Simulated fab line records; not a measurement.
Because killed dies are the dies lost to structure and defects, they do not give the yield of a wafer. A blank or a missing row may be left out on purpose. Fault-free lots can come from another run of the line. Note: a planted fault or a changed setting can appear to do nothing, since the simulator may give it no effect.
fab line records    flow gf180mcu    part 1 of 2: steps 1 to 24 of 33
[record] lots = 5  wafers = 15  last-day = 31
route steps=602 shown MIM@512 M5@526 V5@540
lots that met no fault: taken from a fault-free run of the same line
start-h: hours from the record's opening day to when the first of the lot's shown wafers began    wait-h: hours since the lot's step before    " repeats the value in the row above    L1.1+2: one row covering several wafers at once    - value missing, or start not given    * or withheld: withheld    < > ~ a bound
route shown NAME@n: names a module that has steps shown in the file, with the first one's number in the route    usual: mean/standard deviation of fault-free wafers    same: alike in all rows    chamber/n: place in a boat    sites: readings site by site    _std_site: standard deviation of those values    _edge_site: mean of outer sites minus mean of inner sites    radius-mm: how far each site lies from the wafer's centre    mask NAME#n: copy n    behind: the most recent tool/chamber to have shaped the wafer    hold: the reason the lot was held/the length of the hold in hours/how it ended    device: transistor that didn't switch, given as n, p or np    end of line: tests of these same wafers at the route's end    a step with no rows: only its recipe    killed: dies that structure and defects cost at the first sort, which is not the same as the wafer's yield    map: shows each die of a wafer: x if killed, . if not, _ if none is there
set.NAME: the run value of the setting; set.NAME@STEP: its run value at that earlier step    model.NAME: the simulator's own value behind a step, which no gauge read
lots seen at some steps along the route; tables by step, rows by wafer
services: a tool's chamber out of use, with start hour (start-h, from the record's first day; less than 0 if before it), hours out, and reason
[[steps]]
[step GF_MIM_SPUTTER_09]
[recipe] material = TiN  target-thk-nm = 35  power-w = 6500  time-s = 29.2  chamber-pressure-pa = 0.4
[usual] throttle-valve-pct = 29.8/1
lot.wafer  tool            chamber  start-h  wait-h  throttle-valve-pct
L075.2     pvd-sputter-03  -        571.46   0.0     29.5
L075.4     "               -        "        "       28.9
L075.5     "               -        "        "       29.2
L076.1     pvd-sputter-04  -        581.49   0.0     30.9
L076.4     "               -        "        "       30.2
L076.5     "               -        "        "       27.6
L079.4     pvd-sputter-02  -        608.63   0.0     31.1
L079.5     "               -        "        "       32.1
L079.6     "               -        "        "       30.7
L081.2     pvd-sputter-02  -        626.33   0.0     32.0
L081.3     "               -        "        "       29.3
L081.6     "               -        "        "       30.8
L082.2     pvd-sputter-03  -        634.31   0.0     29.5
L082.3     "               -        "        "       30.2
L082.6     "               -        "        "       29.3
[step GF_MIM_RS_MEAS_10]
[recipe] thk-meas-gauge = four-point-probe  reads = TiN_of_MIM_SPUTTER_09+AlCu_of_MIM_SPUTTER_08+TiN_of_MIM_SPUTTER_07
[usual] MIM_ALCU_RS = 0.1614/0.0021
lot.wafer  tool           chamber  start-h  wait-h  MIM_ALCU_RS[ohm/sq]
L075.2     film-metro-01  -        571.51   0.0     0.1639
L075.4     "              -        "        "       0.1604
L075.5     "              -        "        "       0.1645
L076.1     film-metro-01  -        581.52   0.0     0.1582
L076.4     "              -        "        "       0.1617
L076.5     "              -        "        "       0.1603
L079.4     film-metro-01  -        608.72   0.1     0.1601
L079.5     "              -        "        "       0.1623
L079.6     "              -        "        "       0.1605
L081.2     film-metro-02  -        626.39   0.0     0.1600
L081.3     "              -        "        "       0.1579
L081.6     "              -        "        "       0.1603
L082.2     film-metro-03  -        634.36   0.0     0.1622
L082.3     "              -        "        "       0.1585
L082.6     "              -        "        "       0.1589
[step GF_MIM_THK_MEAS_11]
[recipe] thk-meas-gauge = xrf  reads = AlCu_of_MIM_SPUTTER_08
[usual] MIM_ALCU_THK = 197.8/2.8
lot.wafer  tool           chamber  start-h  wait-h  MIM_ALCU_THK[nm]
L075.2     film-metro-01  -        571.62   0.1     193.9
L075.4     "              -        "        "       199.1
L075.5     "              -        "        "       194.4
L076.1     film-metro-01  -        581.64   0.1     201.7
L076.4     "              -        "        "       197.9
L076.5     "              -        "        "       198.7
L079.4     film-metro-01  -        608.81   0.1     199.9
L079.5     "              -        "        "       195.4
L079.6     "              -        "        "       198.0
L081.2     film-metro-02  -        626.50   0.1     196.6
L081.3     "              -        "        "       200.4
L081.6     "              -        "        "       198.2
L082.2     film-metro-03  -        634.47   0.1     198.5
L082.3     "              -        "        "       202.1
L082.6     "              -        "        "       201.0
[step GF_MIM_DEHYDRATE_12]
[recipe] temp-c = 200  time-s = 60
[usual] resist-line-temp-C = 23.01/0.12
lot.wafer  tool            chamber  start-h  wait-h  resist-line-temp-C
L075.2     litho-track-01  0        581.54   9.9     23.01
L075.4     "               0        "        "       22.97
L075.5     "               0        "        "       23.14
L076.1     litho-track-01  0        591.66   10.0    22.92
L076.4     "               0        "        "       23.07
L076.5     "               0        "        "       22.89
L079.4     litho-track-03  0        618.89   10.1    23.04
L079.5     "               0        "        "       23.06
L079.6     "               0        "        "       23.14
L081.2     litho-track-03  0        636.19   9.7     22.72
L081.3     "               0        "        "       23.02
L081.6     "               0        "        "       22.80
L082.2     litho-track-03  0        643.84   9.4     22.98
L082.3     "               0        "        "       23.06
L082.6     "               0        "        "       23.08
[step GF_MIM_HMDS_13]
[recipe] prime-time-s = 60  prime-temp-c = 120
[usual] prime-temp-c = 120.00/0.15  resist-line-temp-C = 22.99/0.1
lot.wafer  tool            chamber  start-h  wait-h  prime-temp-c  resist-line-temp-C
L075.2     litho-track-01  0        581.69   0.1     120.11        23.11
L075.4     "               0        "        "       120.13        22.84
L075.5     "               0        "        "       120.30        23.01
L076.1     litho-track-01  0        591.81   0.1     120.00        22.99
L076.4     "               0        "        "       119.96        22.95
L076.5     "               0        "        "       119.97        22.93
L079.4     litho-track-03  0        619.04   0.1     119.83        22.96
L079.5     "               0        "        "       119.89        22.89
L079.6     "               0        "        "       119.99        22.96
L081.2     litho-track-03  0        636.34   0.1     120.25        22.99
L081.3     "               0        "        "       120.21        22.95
L081.6     "               0        "        "       120.18        23.07
L082.2     litho-track-03  0        643.99   0.1     119.87        23.14
L082.3     "               0        "        "       119.59        22.95
L082.6     "               0        "        "       119.77        23.03
[step GF_MIM_COAT_14]
[recipe] resist = NOVOLAK  spin-rpm = 3000  resist-thk-nm = 1000
[usual] dispense-pressure-kPa = 54/5.3  resist-line-temp-C = 23.01/0.11
lot.wafer  tool            chamber  start-h  wait-h  dispense-pressure-kPa  resist-line-temp-C
L075.2     litho-track-01  0        581.84   0.1     58                     23.13
L075.4     "               0        "        "       58                     22.76
L075.5     "               0        "        "       58                     23.11
L076.1     litho-track-01  0        591.96   0.1     58                     23.02
L076.4     "               0        "        "       58                     22.93
L076.5     "               0        "        "       58                     22.81
L079.4     litho-track-03  0        619.19   0.1     56                     22.96
L079.5     "               0        "        "       56                     23.11
L079.6     "               0        "        "       56                     23.13
L081.2     litho-track-03  0        636.49   0.1     56                     23.11
L081.3     "               0        "        "       56                     22.99
L081.6     "               0        "        "       56                     22.99
L082.2     litho-track-03  0        644.14   0.1     56                     22.99
L082.3     "               0        "        "       56                     22.82
L082.6     "               0        "        "       56                     22.89
[step GF_MIM_SOFTBAKE_15]
[recipe] temp-c = 90  time-s = 60  resist = NOVOLAK
[usual] resist-line-temp-C = 23.04/0.095
lot.wafer  tool            chamber  start-h  wait-h  resist-line-temp-C
L075.2     litho-track-01  0        581.99   0.1     23.06
L075.4     "               0        "        "       23.03
L075.5     "               0        "        "       23.18
L076.1     litho-track-01  0        592.11   0.1     23.06
L076.4     "               0        "        "       23.05
L076.5     "               0        "        "       23.04
L079.4     litho-track-03  0        619.34   0.1     23.09
L079.5     "               0        "        "       23.02
L079.6     "               0        "        "       22.95
L081.2     litho-track-03  0        636.64   0.1     22.94
L081.3     "               0        "        "       22.85
L081.6     "               0        "        "       23.13
L082.2     litho-track-03  0        644.29   0.1     23.05
L082.3     "               0        "        "       23.11
L082.6     "               0        "        "       23.09
[step GF_MIM_EXPOSE_16]
[recipe] mask-id = FuseTop  target-cd-nm = 2000  na = 0.6  source-shape = conventional  sigma-outer = 0.6  dose-mj = 140
[usual] stage-vel-mm-s = 500.03/0.27
lot.wafer  tool              chamber  start-h  wait-h  mask       stage-vel-mm-s
L075.2     iline-stepper-02  0        -        -       FuseTop#0  500.05
L075.4     "                 0        "        "       FuseTop#0  499.68
L075.5     "                 0        "        "       FuseTop#0  500.06
L076.1     iline-stepper-01  0        -        -       FuseTop#0  500.29
L076.4     "                 0        "        "       FuseTop#0  499.79
L076.5     "                 0        "        "       FuseTop#0  499.66
L079.4     iline-stepper-02  0        -        -       FuseTop#0  500.35
L079.5     "                 0        "        "       FuseTop#0  500.35
L079.6     "                 0        "        "       FuseTop#0  500.30
L081.2     iline-stepper-01  0        -        -       FuseTop#0  499.82
L081.3     "                 0        "        "       FuseTop#0  500.04
L081.6     "                 0        "        "       FuseTop#0  500.20
L082.2     iline-stepper-02  0        -        -       FuseTop#0  499.48
L082.3     "                 0        "        "       FuseTop#0  499.78
L082.6     "                 0        "        "       FuseTop#0  500.22
[step GF_MIM_PEB_17]
[recipe] temp-c = withheld  time-s = *  resist = NOVOLAK
[usual] resist-line-temp-C = *
lot.wafer  tool            chamber  start-h  wait-h  resist-line-temp-C
L075.2     litho-track-02  0        -        -       *
L075.4     "               0        "        "       *
L075.5     "               0        "        "       *
L076.1     litho-track-01  0        -        -       *
L076.4     "               0        "        "       *
L076.5     "               0        "        "       *
L079.4     litho-track-03  0        -        -       *
L079.5     "               0        "        "       *
L079.6     "               0        "        "       *
L081.2     litho-track-02  0        -        -       *
L081.3     "               0        "        "       *
L081.6     "               0        "        "       *
L082.2     litho-track-03  0        -        -       *
L082.3     "               0        "        "       *
L082.6     "               0        "        "       *
[step GF_MIM_DEVELOP_18]
[recipe] develop-time-s = 60  dev-temp-c = 23
[usual] developer-temp-C = 23.01/0.1  resist-line-temp-C = 23.01/0.12
lot.wafer  tool            chamber  start-h  wait-h  developer-temp-C  resist-line-temp-C
L075.2     litho-track-02  0        592.72   0.1     22.99             23.09
L075.4     "               0        "        "       22.98             23.13
L075.5     "               0        "        "       22.89             23.13
L076.1     litho-track-01  0        602.66   0.1     23.10             22.93
L076.4     "               0        "        "       23.10             23.12
L076.5     "               0        "        "       22.98             23.12
L079.4     litho-track-03  0        629.24   0.1     22.79             23.00
L079.5     "               0        "        "       22.93             23.24
L079.6     "               0        "        "       23.03             23.14
L081.2     litho-track-02  0        646.52   0.1     22.98             22.84
L081.3     "               0        "        "       22.88             23.05
L081.6     "               0        "        "       23.22             22.95
L082.2     litho-track-03  0        653.79   0.1     23.07             22.83
L082.3     "               0        "        "       23.16             23.01
L082.6     "               0        "        "       22.98             22.90
[step GF_MIM_METAL_ETCH_19]
[recipe] chemistry = Cl2/BCl3  mask-material = NOVOLAK  stop-on = Si3N4  target-depth-nm = 324.5  pressure-mtorr = 8  icp-w = 800  bias-w = 140  Cl2_flow_sccm = 80  bcl3-flow-sccm = 40  time-s = 54.1
[usual] bias-w = 140.0/0.39  drypump-motor-current-A = 5.5/0.48  oes-product-au = 0.939/0.0076  throttle-valve-pct = 28.285/0.01
lot.wafer  tool          chamber  start-h  wait-h  bias-w  drypump-motor-current-A  oes-product-au  rf-hours-counter-h  throttle-valve-pct
L075.2     rie-metal-03  1        592.84   0.1     139.7   5.4                      0.940           2.0                 28.302
L075.4     "             1        "        "       140.2   5.4                      0.945           -                   28.282
L075.5     "             0        "        "       140.4   4.9                      0.919           -                   28.301
L076.1     rie-metal-02  1        602.81   0.1     139.6   5.1                      0.955           5.9                 28.276
L076.4     "             0        "        "       140.0   6.0                      0.949           -                   28.296
L076.5     "             1        "        "       140.5   5.2                      0.945           -                   28.283
L079.4     rie-metal-03  1        629.34   0.1     140.0   5.5                      0.945           -                   28.296
L079.5     "             1        "        "       139.2   5.5                      0.940           -                   28.300
L079.6     "             0        "        "       139.7   4.9                      0.933           -                   28.283
L081.2     rie-metal-02  0        646.64   0.1     139.2   6.0                      0.940           10.0                28.278
L081.3     "             1        "        "       139.7   5.2                      0.934           -                   28.285
L081.6     "             0        "        "       139.9   6.0                      0.948           -                   28.290
L082.2     rie-metal-03  0        653.92   0.1     139.6   4.9                      0.936           6.7                 28.280
L082.3     "             0        "        "       140.3   4.9                      0.943           -                   28.258
L082.6     "             0        "        "       139.5   4.9                      0.942           -                   28.277
[step GF_MIM_STRIP_20]
[recipe] chemistry = O2/N2  power-w = 1400  pressure-mtorr = 1500  platen-temp-c = 250  o2-flow-sccm = 3000  n2-flow-sccm = 300  overash-fraction = 0.5
[usual] drypump-motor-current-A = 5.9/0.34  heater-power-w = 322/33  oes-product-au = 0.692/0.0049  strip-time-to-endpoint-s = 11.23/0.043
lot.wafer  tool             chamber  start-h  wait-h  drypump-motor-current-A  heater-power-w  oes-product-au  rf-hours-counter-h  strip-time-to-endpoint-s
L075.2     plasma-asher-04  1        592.91   0.0     5.8                      336             0.693           47                  11.21
L075.4     "                0        "        "       6.4                      280             0.687           -                   11.20
L075.5     "                0        "        "       6.4                      285             0.692           -                   11.21
L076.1     plasma-asher-02  0        602.88   0.0     5.9                      313             0.696           85                  11.25
L076.4     "                0        "        "       5.9                      312             0.686           -                   11.23
L076.5     "                1        "        "       5.5                      389             0.692           -                   11.20
L079.4     plasma-asher-03  0        629.42   0.1     6.3                      299             0.685           -                   11.25
L079.5     "                0        "        "       6.3                      308             0.690           -                   11.26
L079.6     "                1        "        "       5.7                      314             0.690           -                   11.23
L081.2     plasma-asher-04  1        646.71   0.0     5.8                      331             0.686           53                  11.19
L081.3     "                1        "        "       5.8                      338             0.695           -                   11.20
L081.6     "                1        "        "       5.7                      336             0.688           -                   11.21
L082.2     plasma-asher-02  1        653.99   0.0     5.4                      392             0.700           90                  11.27
L082.3     "                0        "        "       5.9                      302             0.691           -                   11.26
L082.6     "                0        "        "       5.9                      308             0.695           -                   11.28
[step GF_MIM_STRIP_21]
[recipe] chemistry = post-etch-residue-remover  time-s = 1200  temp-c = 72.5
lot.wafer   tool          chamber  start-h  wait-h
L075.2+4+5  wet-bench-02  0        593.01   0.1
L076.1+4+5  wet-bench-02  0        602.98   0.1
L079.4+5+6  wet-bench-01  2        629.49   0.0
L081.2+3+6  wet-bench-04  1        646.81   0.1
L082.2+3+6  wet-bench-01  3        654.09   0.1
[step GF_MIM_CLEAN_22]
[recipe] chemistry = DIW  dry = n2-spin
lot.wafer   tool          chamber  start-h  wait-h
L075.2+4+5  wet-bench-04  3        593.39   0.0
L076.1+4+5  wet-bench-04  1        603.33   0.0
L079.4+5+6  wet-bench-02  3        629.83   0.0
L081.2+3+6  wet-bench-02  1        647.16   0.0
L082.2+3+6  wet-bench-04  0        654.43   0.0
[step GF_M5_DEHYDRATE_00]
[recipe] temp-c = 200  time-s = 60
[usual] resist-line-temp-C = 23.03/0.13
lot.wafer  tool            chamber  start-h  wait-h  resist-line-temp-C
L075.2     litho-track-04  0        603.12   9.6     23.17
L075.4     "               0        "        "       23.26
L075.5     "               0        "        "       23.18
L076.1     litho-track-01  0        613.36   9.9     22.87
L076.4     "               0        "        "       22.93
L076.5     "               0        "        "       23.05
L079.4     litho-track-01  0        639.79   9.9     22.94
L079.5     "               0        "        "       23.00
L079.6     "               0        "        "       23.07
L081.2     litho-track-03  0        656.24   9.0     23.07
L081.3     "               0        "        "       22.95
L081.6     "               0        "        "       23.04
L082.2     litho-track-04  0        663.42   8.9     23.03
L082.3     "               0        "        "       23.09
L082.6     "               0        "        "       23.14
[step GF_M5_HMDS_01]
[recipe] prime-time-s = 60  prime-temp-c = 120
[usual] prime-temp-c = 120.00/0.13  resist-line-temp-C = 22.98/0.093
lot.wafer  tool            chamber  start-h  wait-h  prime-temp-c  resist-line-temp-C
L075.2     litho-track-04  0        603.27   0.1     120.15        22.96
L075.4     "               0        "        "       120.05        22.90
L075.5     "               0        "        "       119.94        22.96
L076.1     litho-track-01  0        613.51   0.1     119.82        22.91
L076.4     "               0        "        "       119.81        22.89
L076.5     "               0        "        "       120.03        23.01
L079.4     litho-track-01  0        639.94   0.1     120.11        23.05
L079.5     "               0        "        "       120.04        23.01
L079.6     "               0        "        "       119.88        22.96
L081.2     litho-track-03  0        656.39   0.1     119.89        23.01
L081.3     "               0        "        "       119.71        22.92
L081.6     "               0        "        "       119.89        22.89
L082.2     litho-track-04  0        663.57   0.1     120.12        22.95
L082.3     "               0        "        "       120.19        22.86
L082.6     "               0        "        "       119.96        23.11
[step GF_M5_COAT_02]
[recipe] resist = KrF  spin-rpm = withheld  resist-thk-nm = 1000
[usual] dispense-pressure-kPa = 54/5.5  resist-line-temp-C = 23.00/0.1
lot.wafer  tool            chamber  start-h  wait-h  dispense-pressure-kPa  resist-line-temp-C
L075.2     litho-track-04  0        603.42   0.1     46                     22.84
L075.4     "               0        "        "       46                     23.04
L075.5     "               0        "        "       46                     22.93
L076.1     litho-track-01  0        613.66   0.1     58                     23.02
L076.4     "               0        "        "       58                     22.94
L076.5     "               0        "        "       58                     23.00
L079.4     litho-track-01  0        640.09   0.1     58                     23.07
L079.5     "               0        "        "       59                     23.11
L079.6     "               0        "        "       58                     22.99
L081.2     litho-track-03  0        656.54   0.1     56                     22.90
L081.3     "               0        "        "       56                     23.12
L081.6     "               0        "        "       56                     22.84
L082.2     litho-track-04  0        663.72   0.1     47                     23.02
L082.3     "               0        "        "       46                     22.99
L082.6     "               0        "        "       46                     23.05
[step GF_M5_SOFTBAKE_03]
[recipe] temp-c = 130  time-s = 60  resist = KrF
[usual] resist-line-temp-C = 23.00/0.089
lot.wafer  tool            chamber  start-h  wait-h  resist-line-temp-C
L075.2     litho-track-04  0        603.57   0.1     22.88
L075.4     "               0        "        "       23.03
L075.5     "               0        "        "       23.06
L076.1     litho-track-01  0        613.81   0.1     23.06
L076.4     "               0        "        "       22.94
L076.5     "               0        "        "       22.96
L079.4     litho-track-01  0        640.24   0.1     23.00
L079.5     "               0        "        "       22.96
L079.6     "               0        "        "       22.77
L081.2     litho-track-03  0        656.69   0.1     22.83
L081.3     "               0        "        "       23.16
L081.6     "               0        "        "       22.99
L082.2     litho-track-04  0        663.87   0.1     22.94
L082.3     "               0        "        "       22.96
L082.6     "               0        "        "       22.88
[step GF_M5_EXPOSE_04]
[recipe] mask-id = Metal5  target-cd-nm = 280  na = 0.68  source-shape = conventional  sigma-outer = 0.6  dose-mj = 28
[usual] stage-vel-mm-s = 500.02/0.24
lot.wafer  tool            chamber  start-h  wait-h  mask      stage-vel-mm-s
L075.2     krf-scanner-01  0        -        -       Metal5#0  500.12
L075.4     "               0        "        "       Metal5#0  500.01
L075.5     "               0        "        "       Metal5#0  500.06
L076.1     krf-scanner-02  0        -        -       Metal5#0  500.47
L076.4     "               0        "        "       Metal5#0  500.47
L076.5     "               0        "        "       Metal5#0  500.29
L079.4     krf-scanner-02  0        -        -       Metal5#0  500.34
L079.5     "               0        "        "       Metal5#0  499.89
L079.6     "               0        "        "       Metal5#0  500.22
L081.2     krf-scanner-01  0        -        -       Metal5#0  499.77
L081.3     "               0        "        "       Metal5#0  499.77
L081.6     "               0        "        "       Metal5#0  499.99
L082.2     krf-scanner-01  0        -        -       Metal5#0  499.99
L082.3     "               0        "        "       Metal5#0  499.71
L082.6     "               0        "        "       Metal5#0  499.87
[step GF_M5_PEB_05]
[recipe] peb-temp-c = 135  peb-time-s = 90  resist = KrF
[usual] resist-line-temp-C = 23.02/0.11
lot.wafer  tool            chamber  start-h  wait-h  resist-line-temp-C
L075.2     litho-track-03  0        -        -       23.05
L075.4     "               0        "        "       23.23
L075.5     "               0        "        "       23.02
L076.1     litho-track-03  0        -        -       23.16
L076.4     "               0        "        "       22.98
L076.5     "               0        "        "       22.93
L079.4     litho-track-01  0        -        -       22.87
L079.5     "               0        "        "       22.95
L079.6     "               0        "        "       22.95
L081.2     litho-track-03  0        -        -       23.00
L081.3     "               0        "        "       23.02
L081.6     "               0        "        "       23.06
L082.2     litho-track-01  0        -        -       23.01
L082.3     "               0        "        "       22.91
L082.6     "               0        "        "       22.82
[step GF_M5_DEVELOP_06]
[recipe] develop-time-s = 60  dev-temp-c = 21
[usual] developer-temp-C = 20.99/0.11  resist-line-temp-C = 23.04/0.11
lot.wafer  tool            chamber  start-h  wait-h  developer-temp-C  resist-line-temp-C
L075.2     litho-track-03  0        613.94   0.2     21.14             23.11
L075.4     "               0        "        "       21.06             22.98
L075.5     "               0        "        "       21.11             23.06
L076.1     litho-track-03  0        624.17   0.2     20.97             22.95
L076.4     "               0        "        "       21.02             23.08
L076.5     "               0        "        "       21.03             23.02
L079.4     litho-track-01  0        649.69   0.1     21.04             23.11
L079.5     "               0        "        "       20.99             23.06
L079.6     "               0        "        "       20.97             23.15
L081.2     litho-track-03  0        665.99   0.2     20.93             23.06
L081.3     "               0        "        "       20.79             23.09
L081.6     "               0        "        "       20.96             23.07
L082.2     litho-track-01  0        673.19   0.2     21.03             22.96
L082.3     "               0        "        "       20.91             23.11
L082.6     "               0        "        "       20.78             23.02
[step GF_M5_CD_MEAS_07]
[recipe] target-cd-nm = 280
[usual] cd-nm = 279.8/1.1
lot.wafer  tool       chamber  start-h  wait-h  cd-nm
L075.2     cd-sem-02  -        614.09   0.1     278.9
L075.4     "          -        "        "       279.9
L075.5     "          -        "        "       280.3
L076.1     cd-sem-02  -        624.32   0.1     278.0
L076.4     "          -        "        "       279.9
L076.5     "          -        "        "       279.2
L079.4     cd-sem-02  -        649.82   0.1     281.2
L079.5     "          -        "        "       280.5
L079.6     "          -        "        "       281.4
L081.2     cd-sem-01  -        666.14   0.1     279.4
L081.3     "          -        "        "       280.6
L081.6     "          -        "        "       280.6
L082.2     cd-sem-02  -        673.33   0.1     281.6
L082.3     "          -        "        "       280.7
L082.6     "          -        "        "       280.7
[step GF_M5_OVL_MEAS_08]
[usual] M5_OVL = 0/4.7
lot.wafer  tool        chamber  start-h  wait-h  M5_OVL[nm]
L075.2     overlay-02  -        614.19   0.1     -5
L075.4     "           -        "        "       1
L075.5     "           -        "        "       -4
L076.1     overlay-01  -        624.44   0.1     -5
L076.4     "           -        "        "       0
L076.5     "           -        "        "       -2
L079.4     overlay-01  -        649.90   0.1     3
L079.5     "           -        "        "       1
L079.6     "           -        "        "       1
L081.2     overlay-01  -        666.24   0.1     0
L081.3     "           -        "        "       -4
L081.6     "           -        "        "       1
L082.2     overlay-02  -        673.44   0.1     -2
L082.3     "           -        "        "       -6
L082.6     "           -        "        "       -5
[step GF_M5_ETCH_09]
[recipe] chemistry = CF4/O2  target = Si3N4  target-depth-nm = 52  source-w = 800  bias-w = 150  pressure-mtorr = 150  cf4-flow-sccm = 80  O2_flow_sccm = 10  time-s = 11.6
[usual] bias-w = 150.0/0.43  drypump-motor-current-A = 5.7/0.44  oes-product-au = 0.991/0.013  throttle-valve-pct = 5.968/0.009
lot.wafer  tool         chamber  start-h  wait-h  bias-w  drypump-motor-current-A  oes-product-au  rf-hours-counter-h  throttle-valve-pct
L075.2     rie-diel-04  2        614.22   0.0     149.8   5.5                      0.991           4                   5.968
L075.4     "            3        "        "       151.5   5.5                      0.968           2                   5.944
L075.5     "            0        "        "       149.5   5.3                      0.986           -                   5.970
L076.1     rie-diel-04  3        624.47   0.0     150.6   5.5                      0.971           2                   5.964
L076.4     "            0        "        "       150.6   5.3                      0.993           52                  5.976
L076.5     "            3        "        "       150.5   5.5                      0.963           -                   5.962
L079.4     rie-diel-04  1        649.92   0.0     150.1   6.2                      0.992           4                   5.959
L079.5     "            0        "        "       150.1   5.3                      0.999           -                   5.955
L079.6     "            3        "        "       150.3   5.5                      0.978           -                   5.961
L081.2     rie-diel-02  3        666.27   0.0     150.6   5.2                      0.983           6                   5.963
L081.3     "            1        "        "       150.3   5.2                      1.007           8                   5.984
L081.6     "            1        "        "       149.6   5.2                      1.002           -                   5.976
L082.2     rie-diel-01  1        673.47   0.0     148.6   5.7                      1.002           8                   5.967
L082.3     "            3        "        "       150.2   5.8                      0.990           6                   5.975
L082.6     "            2        "        "       149.7   6.3                      1.006           -                   5.975
